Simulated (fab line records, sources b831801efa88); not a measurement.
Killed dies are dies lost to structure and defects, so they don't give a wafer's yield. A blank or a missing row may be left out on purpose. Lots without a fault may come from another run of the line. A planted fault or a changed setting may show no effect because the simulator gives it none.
fab line records | flow sky130
record lots=14 wafers=42 last_day=50
route steps=708 shown NWELL@65 VT_ADJUST_LVTN@115 METAL1@436
lots that met no fault: from a run of the same line without faults
start_h: hours from the record's first day to the start of the lot's first wafer shown | wait_h: hours since the lot's step before | " the same as in the row above | L1.1+2: a row that stands for several wafers | - no value, or no start given | * or withheld: withheld | < > ~ a bound
route shown NAME@n: a module of which the file shows steps, and the number in the route of the first | usual: mean/standard deviation of fault-free wafers | same: alike in all rows | chamber/n: place in a boat | sites: the reading at each site | _std_site: their standard deviation | _edge_site: outer sites' mean less inner sites' | radius_mm: how far each site lies from the wafer's centre | mask NAME#n: copy n | behind: the tool/chamber that last shaped the wafer | hold: why the lot was held/for how many hours/how that ended | device: the transistor (n, p or np) that didn't switch | end of line: the same wafers' tests at the end of the route | a step without rows: its recipe alone | killed: dies lost to structure and defects at the first sort, not the wafer's yield | map: a wafer's dies, x killed, . not, _ none there
set.NAME: the setting as run; set.NAME@STEP: as run at that earlier step | model.NAME: the simulator's own value behind a step, which no gauge read
steps of the route over a sample of lots; a table a step, a row a wafer
services: from which hour (start_h, from the record's first day; less than 0 if before it) a tool's chamber was out of use, for how many hours, and why
## steps
# step SKY_NWELL_IMPLANT_12
# recipe species=P energy_kev=120 dose_cm2=1.3e+12 tilt_deg=withheld
# usual beam_energy_keV=120.00/0.037 beam_on_s=9.99/0.2
# columns lot.wafer tool chamber start_h wait_h beam_energy_keV beam_on_s
L633.4 implanter-02 0 98.57 0.1 119.97 10.15
L633.5 " 0 " " 119.99 10.26
L633.6 " 0 " " 120.13 9.82
L632.1 implanter-01 0 102.60 0.1 119.97 9.98
L632.3 " 0 " " 120.00 9.99
L632.4 " 0 " " 120.01 9.95
L634.4 implanter-04 0 104.13 0.1 120.02 10.17
L634.5 " 0 " " 120.02 9.90
L634.6 " 0 " " 120.05 9.79
L635.2 implanter-04 0 113.98 0.1 119.98 10.09
L635.4 " 0 " " 120.00 9.70
L635.5 " 0 " " 119.99 10.14
L637.1 implanter-04 0 118.89 0.1 120.01 9.84
L637.2 " 0 " " 120.03 9.89
L637.4 " 0 " " 120.02 9.67
L638.1 implanter-02 0 127.44 0.1 120.00 9.76
L638.2 " 0 " " 120.01 10.24
L638.4 " 0 " " 120.05 9.89
L639.1 implanter-04 0 134.05 0.1 120.01 10.31
L639.4 " 0 " " 120.05 10.11
L639.6 " 0 " " 120.03 10.04
L642.1 implanter-04 0 150.85 0.1 119.96 10.47
L642.2 " 0 " " 119.96 9.79
L642.3 " 0 " " 119.99 9.43
L643.3 implanter-02 0 154.64 0.1 120.02 9.96
L643.5 " 0 " " 120.04 10.13
L643.6 " 0 " " 120.03 9.79
L644.2 implanter-02 0 160.82 0.1 119.96 10.23
L644.4 " 0 " " 120.00 9.96
L644.6 " 0 " " 119.96 9.66
L646.2 implanter-02 0 173.03 0.1 134.21 10.02
L646.3 " 0 " " 134.18 9.98
L646.4 " 0 " " 134.19 9.74
L647.1 implanter-04 0 186.39 0.1 120.01 10.11
L647.2 " 0 " " 120.02 9.76
L647.5 " 0 " " 119.98 9.95
L651.4 implanter-02 0 205.32 0.1 134.21 9.87
L651.5 " 0 " " 134.22 10.39
L651.6 " 0 " " 134.19 10.02
L654.2 implanter-01 0 226.87 0.1 119.97 10.04
L654.4 " 0 " " 119.96 10.00
L654.6 " 0 " " 119.99 9.83
# step SKY_VT_ADJUST_LVTN_OVL_MEAS_18
# usual VT_ADJUST_LVTN_01_OVL=0.4/1.5
# columns lot.wafer tool chamber start_h wait_h VT_ADJUST_LVTN_01_OVL[nm]
L633.4 overlay-01 - 177.43 0.1 1.1
L633.5 " - " " 1.4
L633.6 " - " " 1.5
L632.1 overlay-01 - 181.02 0.1 -1.1
L632.3 " - " " -0.5
L632.4 " - " " 0.0
L634.4 overlay-01 - 182.89 0.1 2.4
L634.5 " - " " 1.1
L634.6 " - " " 0.5
L635.2 overlay-02 - 194.58 0.1 0.1
L635.4 " - " " -0.1
L635.5 " - " " -0.7
L637.1 overlay-02 - 200.22 0.1 -2.0
L637.2 " - " " -0.9
L637.4 " - " " -2.9
L638.1 overlay-02 - 210.37 0.1 -0.7
L638.2 " - " " -1.7
L638.4 " - " " -1.3
L639.1 overlay-02 - 217.77 0.1 -1.2
L639.4 " - " " -2.1
L639.6 " - " " 0.4
L642.1 overlay-02 - 237.42 0.1 0.2
L642.2 " - " " 0.5
L642.3 " - " " 0.7
L643.3 overlay-01 - 242.43 0.1 -2.5
L643.5 " - " " 0.2
L643.6 " - " " 0.2
L644.2 overlay-01 - 249.77 0.1 2.0
L644.4 " - " " 3.2
L644.6 " - " " 2.5
L646.2 overlay-02 - 263.12 0.1 -2.0
L646.3 " - " " -0.9
L646.4 " - " " -1.7
L647.1 overlay-01 - 276.77 0.1 1.0
L647.2 " - " " 1.6
L647.5 " - " " -0.4
L651.4 overlay-01 - 302.85 1.8 -0.4
L651.5 " - " " 0.4
L651.6 " - " " 2.6
L654.2 overlay-01 - 323.63 0.1 -0.1
L654.4 " - " " 0.4
L654.6 " - " " 0.3
# step SKY_METAL1_SPUTTER_02
# recipe material=AlCu target_thk_nm=250 power_w=10600 time_s=13.3 chamber_pressure_pa=0.4
# usual throttle_valve_pct=30.4/0.85
# columns lot.wafer tool chamber start_h wait_h throttle_valve_pct
L632.1 pvd_sputter-04 - 761.86 0.0 28.7
L632.3 " - " " 31.2
L632.4 " - " " 30.2
L634.4 pvd_sputter-01 - 763.94 0.0 29.0
L634.5 " - " " 29.4
L634.6 " - " " 31.5
L633.4 pvd_sputter-03 - 764.09 0.0 30.4
L633.5 " - " " 29.6
L633.6 " - " " 30.4
L635.2 pvd_sputter-03 - 809.44 0.0 30.6
L635.4 " - " " 29.3
L635.5 " - " " 29.6
L637.1 pvd_sputter-01 - 812.05 0.0 29.2
L637.2 " - " " 29.6
L637.4 " - " " 31.4
L638.1 pvd_sputter-04 - 812.65 0.0 31.0
L638.2 " - " " 28.8
L638.4 " - " " 31.2
L639.1 pvd_sputter-01 - 813.30 0.0 31.1
L639.4 " - " " 29.7
L639.6 " - " " 29.1
L642.1 pvd_sputter-01 - 823.55 0.0 31.4
L642.2 " - " " 29.2
L642.3 " - " " 31.1
L643.3 pvd_sputter-04 - 825.05 0.0 28.8
L643.5 " - " " 30.1
L643.6 " - " " 28.7
L644.2 pvd_sputter-03 - 835.59 0.0 30.1
L644.4 " - " " 30.6
L644.6 " - " " 29.3
L646.2 pvd_sputter-01 - 850.80 0.0 29.4
L646.3 " - " " 31.4
L646.4 " - " " 31.4
L647.1 pvd_sputter-04 - 864.88 0.0 30.1
L647.2 " - " " 31.3
L647.5 " - " " 28.9
L651.4 pvd_sputter-01 - 890.40 0.0 29.7
L651.5 " - " " 31.6
L651.6 " - " " 29.8
L654.2 pvd_sputter-01 - 912.02 0.0 29.2
L654.4 " - " " 31.6
L654.6 " - " " 29.6
# step SKY_METAL1_SPUTTER_04
# recipe material=TiN target_thk_nm=70 power_w=6500 time_s=58.3 chamber_pressure_pa=0.4
# usual throttle_valve_pct=30.4/0.84
# columns lot.wafer tool chamber start_h wait_h throttle_valve_pct
L632.1 pvd_sputter-04 - 761.90 0.0 28.9
L632.3 " - " " 31.2
L632.4 " - " " 30.2
L634.4 pvd_sputter-01 - 763.99 0.0 29.1
L634.5 " - " " 29.4
L634.6 " - " " 31.6
L633.4 pvd_sputter-03 - 764.14 0.0 30.6
L633.5 " - " " 29.9
L633.6 " - " " 30.8
L635.2 pvd_sputter-03 - 809.49 0.0 30.6
L635.4 " - " " 29.6
L635.5 " - " " 29.5
L637.1 pvd_sputter-01 - 812.09 0.0 29.3
L637.2 " - " " 29.8
L637.4 " - " " 31.5
L638.1 pvd_sputter-04 - 812.69 0.0 31.2
L638.2 " - " " 28.6
L638.4 " - " " 31.4
L639.1 pvd_sputter-01 - 813.34 0.0 31.5
L639.4 " - " " 29.5
L639.6 " - " " 29.6
L642.1 pvd_sputter-01 - 823.59 0.0 31.8
L642.2 " - " " 29.4
L642.3 " - " " 31.3
L643.3 pvd_sputter-04 - 825.09 0.0 28.9
L643.5 " - " " 30.1
L643.6 " - " " 29.0
L644.2 pvd_sputter-03 - 835.63 0.0 29.5
L644.4 " - " " 30.7
L644.6 " - " " 29.4
L646.2 pvd_sputter-01 - 850.84 0.0 29.3
L646.3 " - " " 31.3
L646.4 " - " " 31.4
L647.1 pvd_sputter-04 - 864.92 0.0 30.1
L647.2 " - " " 31.2
L647.5 " - " " 28.9
L651.4 pvd_sputter-01 - 890.44 0.0 29.7
L651.5 " - " " 31.6
L651.6 " - " " 29.8
L654.2 pvd_sputter-01 - 912.06 0.0 29.5
L654.4 " - " " 31.2
L654.6 " - " " 29.3
## services
# columns tool chamber start_h hours kind
pvd_sputter-03 - 127.23 7.3 repair
implanter-04 - 140.85 4.4 pm
implanter-02 - 157.05 2.3 repair
pvd_sputter-03 - 161.17 2.5 repair
implanter-02 - 174.08 2.7 repair
pvd_sputter-03 - 178.49 2.3 repair
implanter-04 - 188.09 1.7 repair
implanter-02 - 195.38 3.5 repair
implanter-04 - 213.48 1.5 repair
pvd_sputter-04 - 233.96 46.7 repair
pvd_sputter-03 - 244.97 3.4 repair
implanter-04 - 249.00 11.4 repair
pvd_sputter-04 - 306.17 10.0 repair
pvd_sputter-01 - 417.23 6.9 repair
pvd_sputter-01 - 452.82 0.5 repair
pvd_sputter-01 - 457.93 8.9 repair
pvd_sputter-01 - 468.12 2.1 repair
pvd_sputter-01 - 536.94 1.7 repair
pvd_sputter-04 - 598.90 2.6 repair
pvd_sputter-04 - 631.26 8.8 repair
pvd_sputter-04 - 647.03 4.0 repair
pvd_sputter-04 - 675.54 7.0 repair
pvd_sputter-01 - 739.91 3.9 repair
pvd_sputter-01 - 813.67 4.6 repair
## key
first_sign step=SKY_NWELL_IMPLANT_12 reading=beam_energy_keV direction=up sigmas=99+ usual=* struck=*
effect none on later readings
met_at SKY_NWELL_IMPLANT_12
struck_lots L646,L651
tester_left_out L646,L651
not_acting_at SKY_VT_ADJUST_LVTN_OVL_MEAS_18,SKY_METAL1_SPUTTER_02,SKY_METAL1_SPUTTER_04
onset_between 160.82 173.03
fault kind=process_parameter_drift tool=implanter-02 chamber=- onset_h=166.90 steps=SKY_NWELL_IMPLANT_12 channel=energy_kev offset=* shape=step end_h=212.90 acts_in=* stated=*
# tester_left_out: of these lots the tester's yield and bins aren't shown, on N5 and GAA mostly nor the transistor test; their killed dies are dies lost to structure and defects alone, not to doping, threshold or leakage, so they don't give the yield
